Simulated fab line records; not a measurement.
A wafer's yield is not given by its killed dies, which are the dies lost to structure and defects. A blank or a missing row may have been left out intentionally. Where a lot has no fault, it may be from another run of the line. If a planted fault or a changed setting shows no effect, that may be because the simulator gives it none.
Comparing a struck lot with a sound one || flow sky130 || 34 steps out of a route of 708
Sound: wafers L687.2, L687.3, L687.5. Wafers L695.3, L695.4, L695.5 were the ones struck. At the end, the cause is stated.
Order at every step that has rows: each side's tool, ch and its chambers, its first start. Under that, the readings that differ: sound wafers || struck wafers || difference of the means || sigmas: that difference in standard deviations of wafers without a fault.
alike: words and numbers the same on both sides, and readings whose means are apart by under 2 such deviations; not compared: readings that were withheld, readings missing a value for some wafer, numbers with overlapping values and no deviation given by the record, and bounds like >300 which may hide the same value.
A row with sigmas, a row that says differs or no value, or rows on one side alone: a step with any of these is where the two part. Non-overlapping numbers with no deviation appear without sigmas and do not part them. Lack of a reading on every wafer of one side parts them only where that side has two or more wafers.

first, 9 steps without rows for these wafers: SKY_METAL2_DEHYDRATE_07 (time 60 s); SKY_METAL2_HMDS_08 (prime time 60 s); SKY_METAL2_COAT_09 (resist thk 60 nm); SKY_METAL2_COAT_10 (resist thk 450 nm); SKY_METAL2_SOFTBAKE_11 (time 90 s); SKY_METAL2_EXPOSE_12 (exposes mask MM2, target cd 140 nm); SKY_METAL2_PEB_13; SKY_METAL2_DEVELOP_14 (develop time 60 s); SKY_METAL2_DESCUM_17 (chemistry O2, time 8 s).
SKY_METAL2_ETCH_18: etches BARC in N2/H2, stops on SiO2, time 45.9 s, target depth 60 nm.
  sound on rie_metal-04 ch 0,1, day 36 22:58; struck on rie_metal-04 ch 0, day 39 05:41
  alike: drypump_motor_current_A, oes_product_au, throttle_valve_pct
  not compared: rf_hours_counter_h
then, 23 steps without rows for these wafers: SKY_METAL2_METAL_ETCH_19 (etches the open film in Cl2/BCl3, stops on SiO2, target depth 360 nm, time 78 s); SKY_METAL2_STRIP_20 (strips in O2/N2); SKY_METAL2_STRIP_21 (strips in post etch residue remover, time 1200 s); SKY_METAL2_CLEAN_22 (cleans in IPA, time 180 s); SKY_METAL2_CLEAN_23 (cleans in O3/DIW); SKY_VIA2_HDPCVD_00 (deposits SiO2, target thk 1180 nm, time 196.7 s); SKY_VIA2_CMP_02 (polishes SiO2); SKY_VIA2_DEHYDRATE_04 (time 60 s); SKY_VIA2_HMDS_05 (prime time 60 s); SKY_VIA2_COAT_06 (resist thk 60 nm); SKY_VIA2_COAT_07 (resist thk 450 nm); SKY_VIA2_SOFTBAKE_08 (time 90 s); SKY_VIA2_EXPOSE_09 (exposes mask VIM2, target cd 200 nm); SKY_VIA2_PEB_10; SKY_VIA2_DEVELOP_11 (develop time 60 s); SKY_VIA2_ETCH_14 (etches BARC in N2/H2, stops on SiO2, time 45.9 s, target depth 60 nm); SKY_VIA2_ETCH_15 (etches SiO2 in C4F8/O2/Ar, stops on TiN, target depth 546 nm, time 84 s); SKY_VIA2_STRIP_16 (strips in O2/N2); SKY_VIA2_STRIP_17 (strips in post etch residue remover, time 1200 s); SKY_VIA2_CLEAN_18 (cleans in IPA, time 180 s); SKY_VIA2_CLEAN_19 (cleans in O3/DIW); SKY_VIA2_SPUTTER_20 (material TiN, target thk 20 nm, time 80 s); SKY_VIA2_CVD_21 (deposits W, target thk 420 nm, time 126.4 s).
-- the record jumps here: 10 days lie between the struck wafers' starts before and after (it left off in module VIA2 and takes up again in module PAD_OPEN, whose first step shown is number 708 of the route) --
SKY_PAD_OPEN_PROBE_99:
  sound: prober-01 at day 47 06:17; struck: prober-01 at day 49 01:40
{"reading": "hold", "sound": "- - -", "struck": "await_dispo/2.8h/release await_dispo/2.8h/release await_dispo/2.8h/release", "difference": "no value on the sound wafers", "sigmas": ""}
{"reading": "defect_limited_yield (%)", "sound": "82.1 85.0 82.1", "struck": "75.0 75.0 75.2", "difference": -8.0, "sigmas": -4}
{"reading": "killed_at_M0_to_M3", "sound": "52 32 40", "struck": "82 76 78", "difference": "+37", "sigmas": "+5"}
{"reading": "killed_dies", "sound": "88 74 88", "struck": "123 123 122", "difference": "+39", "sigmas": "+4"}
{"reading": "sort_bin_3_pad_short (%)", "sound": "0.8 0.8 1.0", "struck": "1.4 2.2 2.6", "difference": "+1.2", "sigmas": "+3"}
{"reading": "sort_bin_5_function (%)", "sound": "10.4 9.6 9.3", "struck": "15.4 15.4 15.7", "difference": "+5.7", "sigmas": "+4"}
{"reading": "sort_n_pass", "sound": "404 418 404", "struck": "369 369 370", "difference": -39, "sigmas": -4}
{"reading": "sort_yield_pct (%)", "sound": "82.1 85.0 82.1", "struck": "75.0 75.0 75.2", "difference": -8.0, "sigmas": -4}
{"reading": "model.etest.tester.sort_n_pass", "sound": "404 418 404", "struck": "369 369 370", "difference": -39, "sigmas": ""}
{"reading": "model.etest.tester.sort_yield_pct (%)", "sound": "82.11 84.96 82.11", "struck": "75 75 75.2", "difference": -8, "sigmas": ""}
{"reading": "model.etest.tester.sort_bin_5_pct (%)", "sound": "10.37 9.553 9.35", "struck": "15.45 15.45 15.65", "difference": "+5.76", "sigmas": ""}
{"reading": "model.etest.tester.sort_bin_3_pct (%)", "sound": "0.813 0.813 1.016", "struck": "1.423 2.236 2.642", "difference": "+1.220", "sigmas": ""}
  alike: killed_at_M4_up, killed_at_contacts, killed_at_front_end, killed_at_other, killed_open, killed_short, sort_bin_6_memory
  not compared: model.etest.tester.sort_bin_6_pct

WHERE THEY PART
Only at SKY_PAD_OPEN_PROBE_99, as far as this record shows.

WHY: what the simulator had put in
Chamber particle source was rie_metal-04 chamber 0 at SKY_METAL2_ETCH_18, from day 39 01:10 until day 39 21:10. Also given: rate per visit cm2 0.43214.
